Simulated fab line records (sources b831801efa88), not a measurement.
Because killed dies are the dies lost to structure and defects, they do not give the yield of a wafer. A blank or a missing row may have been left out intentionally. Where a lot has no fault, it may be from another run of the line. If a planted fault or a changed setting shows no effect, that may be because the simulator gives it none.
Which tool is to blame? :: flow gf180mcu :: 42 wafers from 14 lots sampled at 4 of the route's 602 steps

WHAT THE GAUGES SHOWED, per wafer
GF_V1_RS_MEAS_24: uses a four-point probe to measure.
lot: L646
measured: day 18 19:45
on: filmMetro-01
V1_W_RS (ohm/sq): 0.326 0.331 0.325

lot: L647
measured: day 19 09:38
on: filmMetro-03
V1_W_RS (ohm/sq): 0.332 0.330 0.333

lot: L648
measured: day 19 13:42
on: filmMetro-01
V1_W_RS (ohm/sq): 0.331 0.332 0.331

lot: L649
measured: day 19 22:16
on: filmMetro-02
V1_W_RS (ohm/sq): 0.325 0.327 0.324

lot: L650
measured: day 20 00:14
on: filmMetro-02
V1_W_RS (ohm/sq): 0.334 0.333 0.336

lot: L656
measured: day 22 04:23
on: filmMetro-01
V1_W_RS (ohm/sq): 43.695 44.169 43.808 43.706 44.154 43.727

lot: L657
measured: day 22 19:14
on: filmMetro-03
V1_W_RS (ohm/sq): 43.644 43.317 43.078 43.650 43.316 43.075

lot: L658
measured: day 23 00:24
on: filmMetro-02
V1_W_RS (ohm/sq): 42.726 42.942 42.735 42.654 42.893 42.736

lot: L661
measured: day 23 20:16
on: filmMetro-02
V1_W_RS (ohm/sq): 0.331 0.332 0.331

lot: L662
measured: day 24 07:44
on: filmMetro-01
V1_W_RS (ohm/sq): 0.329 0.329 0.326

lot: L663
measured: day 24 21:26
on: filmMetro-02
V1_W_RS (ohm/sq): 0.329 0.326 0.328

lot: L664
measured: day 24 22:04
on: filmMetro-03
V1_W_RS (ohm/sq): 0.333 0.329 0.331

lot: L666
measured: day 25 14:20
on: filmMetro-03
V1_W_RS (ohm/sq): 0.321 0.322 0.324

lot: L668
measured: day 26 04:32
on: filmMetro-02
V1_W_RS (ohm/sq): 0.322 0.325 0.329

EACH LOT AND THE TOOL THAT RAN IT (in order: tool; ch and the chambers of the sampled wafers; start)
lot: L646
GF_V1_ETCH_17: rieDiel-04 ch 0,3, day 18 19:32 or earlier
GF_V1_SPUTTER_21: pvdSputter-04, day 18 19:32
GF_V1_CVD_23: cvdW-01 ch 0,1, day 18 19:38

lot: L647
GF_V1_ETCH_17: rieDiel-04 ch 0,1,2, day 19 09:25 or earlier
GF_V1_SPUTTER_21: pvdSputter-01, day 19 09:25
GF_V1_CVD_23: cvdW-02 ch 0,1, day 19 09:31

lot: L648
GF_V1_ETCH_17: rieDiel-04 ch 2,3, day 19 13:28 or earlier
GF_V1_SPUTTER_21: pvdSputter-04, day 19 13:28
GF_V1_CVD_23: cvdW-02 ch 0,1, day 19 13:34

lot: L649
GF_V1_ETCH_17: rieDiel-04 ch 1,2,3, day 19 22:02 or earlier
GF_V1_SPUTTER_21: pvdSputter-02, day 19 22:02
GF_V1_CVD_23: cvdW-01 ch 0,1, day 19 22:08

lot: L650
GF_V1_ETCH_17: rieDiel-01 ch 0,1,3, day 19 23:58 or earlier
GF_V1_SPUTTER_21: pvdSputter-04, day 19 23:58
GF_V1_CVD_23: cvdW-02 ch 0,1, day 20 00:06

lot: L656
GF_V1_ETCH_17: rieDiel-03 ch 0,1, day 22 04:10 or earlier
GF_V1_SPUTTER_21: pvdSputter-04, day 22 04:10
GF_V1_CVD_23: cvdW-01 ch 0, day 22 04:16

lot: L657
GF_V1_ETCH_17: rieDiel-04 ch 0,1,3, day 22 19:01 or earlier
GF_V1_SPUTTER_21: pvdSputter-02, day 22 19:01
GF_V1_CVD_23: cvdW-02 ch 0,1, day 22 19:07

lot: L658
GF_V1_ETCH_17: rieDiel-03 ch 1,2,3, day 23 00:10 or earlier
GF_V1_SPUTTER_21: pvdSputter-04, day 23 00:10
GF_V1_CVD_23: cvdW-02 ch 0,1, day 23 00:16

lot: L661
GF_V1_ETCH_17: rieDiel-03 ch 1,2, day 23 20:01 or earlier
GF_V1_SPUTTER_21: pvdSputter-01, day 23 20:01
GF_V1_CVD_23: cvdW-02 ch 0,1, day 23 20:08

lot: L662
GF_V1_ETCH_17: rieDiel-04 ch 1, day 24 07:31 or earlier
GF_V1_SPUTTER_21: pvdSputter-04, day 24 07:31
GF_V1_CVD_23: cvdW-01 ch 0,1, day 24 07:37

lot: L663
GF_V1_ETCH_17: rieDiel-04 ch 0,1,2, day 24 21:13 or earlier
GF_V1_SPUTTER_21: pvdSputter-02, day 24 21:13
GF_V1_CVD_23: cvdW-01 ch 0, day 24 21:19

lot: L664
GF_V1_ETCH_17: rieDiel-03 ch 2,3, day 24 21:51 or earlier
GF_V1_SPUTTER_21: pvdSputter-01, day 24 21:51
GF_V1_CVD_23: cvdW-02 ch 0,1, day 24 21:57

lot: L666
GF_V1_ETCH_17: rieDiel-01 ch 0,2,3, day 25 14:07 or earlier
GF_V1_SPUTTER_21: pvdSputter-02, day 25 14:07
GF_V1_CVD_23: cvdW-01 ch 0,1, day 25 14:13

lot: L668
GF_V1_ETCH_17: rieDiel-01 ch 1,2, day 26 04:17 or earlier
GF_V1_SPUTTER_21: pvdSputter-02, day 26 04:17
GF_V1_CVD_23: cvdW-01 ch 0,1, day 26 04:25
- GF_V1_ETCH_17: etches SiO2 in C4F8/O2/Ar, stops on TiN, target depth 630 nm.
- GF_V1_SPUTTER_21: material Ti, target thk 15 nm, time 80.02 s.
- GF_V1_CVD_23: deposits W, target thk 350 nm, time 105.05 s.

WHAT THE TOOLS THEMSELVES READ (means of the sampled wafers that have a number; where no wafer has one, the mark that the record gives instead)
GF_V1_ETCH_17.
lot: L646
tool: rieDiel-04
oesProductAu (a.u.): 0.846

lot: L647
tool: rieDiel-04
oesProductAu (a.u.): 0.850

lot: L648
tool: rieDiel-04
oesProductAu (a.u.): 0.846

lot: L649
tool: rieDiel-04
oesProductAu (a.u.): 0.847

lot: L650
tool: rieDiel-01
oesProductAu (a.u.): 0.846

lot: L656
tool: rieDiel-03
oesProductAu (a.u.): 0.850

lot: L657
tool: rieDiel-04
oesProductAu (a.u.): 0.845

lot: L658
tool: rieDiel-03
oesProductAu (a.u.): 0.846

lot: L661
tool: rieDiel-03
oesProductAu (a.u.): 0.844

lot: L662
tool: rieDiel-04
oesProductAu (a.u.): 0.847

lot: L663
tool: rieDiel-04
oesProductAu (a.u.): 0.841

lot: L664
tool: rieDiel-03
oesProductAu (a.u.): 0.849

lot: L666
tool: rieDiel-01
oesProductAu (a.u.): 0.843

lot: L668
tool: rieDiel-01
oesProductAu (a.u.): 0.848

GF_V1_SPUTTER_21.
lot: L646
tool: pvdSputter-04
throttleValvePct (%): 30.1

lot: L647
tool: pvdSputter-01
throttleValvePct (%): 30.1

lot: L648
tool: pvdSputter-04
throttleValvePct (%): 30.5

lot: L649
tool: pvdSputter-02
throttleValvePct (%): 29.8

lot: L650
tool: pvdSputter-04
throttleValvePct (%): 30.2

lot: L656
tool: pvdSputter-04
throttleValvePct (%): 30.3

lot: L657
tool: pvdSputter-02
throttleValvePct (%): 29.9

lot: L658
tool: pvdSputter-04
throttleValvePct (%): 29.9

lot: L661
tool: pvdSputter-01
throttleValvePct (%): 29.5

lot: L662
tool: pvdSputter-04
throttleValvePct (%): 30.3

lot: L663
tool: pvdSputter-02
throttleValvePct (%): 29.7

lot: L664
tool: pvdSputter-01
throttleValvePct (%): 29.3

lot: L666
tool: pvdSputter-02
throttleValvePct (%): 29.0

lot: L668
tool: pvdSputter-02
throttleValvePct (%): 29.2

GF_V1_CVD_23.
lot: L646
tool: cvdW-01
chamberPressureTorr (Torr): 40.07
heaterPowerOuterW (W): 505
heaterPowerW (W): 822
susceptorTempC (C): 399.98

lot: L647
tool: cvdW-02
chamberPressureTorr (Torr): 39.96
heaterPowerOuterW (W): 561
heaterPowerW (W): 853
susceptorTempC (C): 399.86

lot: L648
tool: cvdW-02
chamberPressureTorr (Torr): 40.02
heaterPowerOuterW (W): 580
heaterPowerW (W): 899
susceptorTempC (C): 399.78

lot: L649
tool: cvdW-01
chamberPressureTorr (Torr): 39.99
heaterPowerOuterW (W): 508
heaterPowerW (W): 820
susceptorTempC (C): 400.02

lot: L650
tool: cvdW-02
chamberPressureTorr (Torr): 39.99
heaterPowerOuterW (W): 564
heaterPowerW (W): 847
susceptorTempC (C): 399.88

lot: L656
tool: cvdW-01
chamberPressureTorr (Torr): -
heaterPowerOuterW (W): -
heaterPowerW (W): -
susceptorTempC (C): -

lot: L657
tool: cvdW-02
chamberPressureTorr (Torr): -
heaterPowerOuterW (W): -
heaterPowerW (W): -
susceptorTempC (C): -

lot: L658
tool: cvdW-02
chamberPressureTorr (Torr): -
heaterPowerOuterW (W): -
heaterPowerW (W): -
susceptorTempC (C): -

lot: L661
tool: cvdW-02
chamberPressureTorr (Torr): 39.98
heaterPowerOuterW (W): 567
heaterPowerW (W): 907
susceptorTempC (C): 399.94

lot: L662
tool: cvdW-01
chamberPressureTorr (Torr): 39.99
heaterPowerOuterW (W): 512
heaterPowerW (W): 815
susceptorTempC (C): 400.00

lot: L663
tool: cvdW-01
chamberPressureTorr (Torr): 39.90
heaterPowerOuterW (W): 477
heaterPowerW (W): 773
susceptorTempC (C): 400.09

lot: L664
tool: cvdW-02
chamberPressureTorr (Torr): 40.03
heaterPowerOuterW (W): 563
heaterPowerW (W): 878
susceptorTempC (C): 399.94

lot: L666
tool: cvdW-01
chamberPressureTorr (Torr): 39.99
heaterPowerOuterW (W): 507
heaterPowerW (W): 835
susceptorTempC (C): 400.18

lot: L668
tool: cvdW-01
chamberPressureTorr (Torr): 40.08
heaterPowerOuterW (W): 512
heaterPowerW (W): 828
susceptorTempC (C): 400.12

THE ANSWER, worked out from the rows above alone
Rule: the usual values come from the lots themselves. The widest of any qualifying gaps counts: lots, ordered by their means at a reading, are off when they make up no more than a third of the lots, leave a main group of 4 or more, and stand apart from it by 3 or more times the standard deviation of that group's means. A main group whose means are all the same, to the digits that the tables above print for the reading, isn't used. A lot without any number at a reading at which 4 lots or more have one is off too. Any other lot the step has rows for is counted as sound. Order of review: gauges by route order, followed by the tools' own readings, for which a lot's mean as printed above is used. The first step at which some lot is off is used, and at that step the reading that is off furthest; a lot without a number counts as furthest.
Off: at GF_V1_RS_MEAS_24 (V1_W_RS), L656, L657, L658. Main group: mean 0.329 ohm/sq, sd 0.0034.
If a tool, at a process step before that reading, ran all the lots that are off and no sound lot after the first of them, it fits. Not tried: the gauges at GF_V1_RS_MEAS_24; whatever is off there is also off at GF_V1_CVD_23, on other tools, and gauge error can't account for it. GF_V1_ETCH_17 gives no start for some lots, so the hours and the order of its lots are those of GF_V1_SPUTTER_21. No candidate that was tried fits.

WHAT THE SIMULATOR HAD INSERTED
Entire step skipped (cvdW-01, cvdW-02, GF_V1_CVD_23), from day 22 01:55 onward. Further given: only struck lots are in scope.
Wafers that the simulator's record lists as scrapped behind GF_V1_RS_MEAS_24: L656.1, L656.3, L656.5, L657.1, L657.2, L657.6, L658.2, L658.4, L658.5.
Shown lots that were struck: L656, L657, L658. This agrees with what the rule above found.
